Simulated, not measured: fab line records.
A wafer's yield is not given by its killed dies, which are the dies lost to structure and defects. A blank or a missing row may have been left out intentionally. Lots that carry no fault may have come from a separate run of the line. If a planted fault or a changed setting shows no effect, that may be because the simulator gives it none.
8D (eight disciplines) problem report, filled in by code || flow sky130 || the parts of the form that need people (team, actions taken, sign-off) are left out

## 1. THE PROBLEM
strip time to endpoint s at SKY_NWELL_STRIP_25 reads a mean of 22.99 s on 3 wafers of 3 lots; wafers without a fault read 36.92 s with a standard deviation of 0.12. So: -99 or more standard deviations from the usual mean.
The step: strips in O2/N2.
Earliest sighting: wafer L866.6 on plasma asher-01 at day 7 04:35. Wafers with a number at this step in the record: 42, from 15 lots. By rule, "out" or "out of limits" means more than 4 standard deviations away from the usual mean. The other wafers with a number count as sound.

## 2. WHAT IT IS; WHAT IT IS NOT
{"question": "which readings at this step", "is": "strip time to endpoint s", "is not": "drypump motor current A"}
{"question": "which lots", "is": "L866, L868, L872", "is not": "L858, L859, L861, L862, L863, L864, L874, L875, L876, L877, L878, L880"}
{"question": "which wafers of those lots", "is": "L866.6, L868.5, L872.5", "is not": "L866.4, L868.4, L872.1"}
{"question": "read on which tools", "is": "plasma asher-01, plasma asher-03", "is not": "plasma asher-04"}
{"question": "when", "is": "from day 7 04:35", "is not": "up to then (19 sound wafers); but 20 sound wafers of L868, L872, L874, L875, L876, L877, L878, L880 came after"}

## 3. THE SUSPECTS, EACH WITH WHAT RULES IT OUT
Counting: a tool at a process step up to the reading stays a suspect if it ran every lot that is out. Sound lots after the first of them don't rule it out here, since some wafers of a struck lot are sound.
- litho track-02 at SKY_NWELL_COAT_18 (resist thk 3000 nm): kept. It processed each lot that is out (first: L866, day 6 19:06); up to then, its last sound lot is L863 (day 6 02:40).
After counting, what remains is litho track-02 at SKY_NWELL_COAT_18.

## 4. THE CAUSE (what the simulator had put in)
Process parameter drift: litho track-02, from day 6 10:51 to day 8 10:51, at SKY_NWELL_COAT_18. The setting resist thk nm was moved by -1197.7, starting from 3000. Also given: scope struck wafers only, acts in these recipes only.
The count eliminated every tool but this one.

## 5. THE CHAIN OF EFFECTS, in route order
Each row: a reading where the mean over the struck wafers with a number is more than 3 standard deviations away from the usual. Readings are gone through only where the record gives a usual standard deviation; hours: the median, over the lots, of the time from a lot's start at the first step in this table giving one to that lot's start at this step; sigmas: the change measured in usual standard deviations.
{"hours": 0, "step": "SKY_NWELL_STRIP_25", "reading": "strip time to endpoint s", "usual": "36.92 s", "on struck wafers": 22.99, "change": -13.93, "sigmas": "-99 or more"}
The process steps in it:
- SKY_NWELL_STRIP_25: strips in O2/N2.

## 6. WHAT WOULD HAVE CAUGHT IT SOONER
First out-of-limits reading in this record: day 7 04:35, which is 18 hours after fault onset at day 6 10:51.
Among the 3 lots that are out, L868, L872 began SKY_NWELL_COAT_18 on litho track-02 after day 7 04:35. A hold on the tool at that time would have spared those 2.
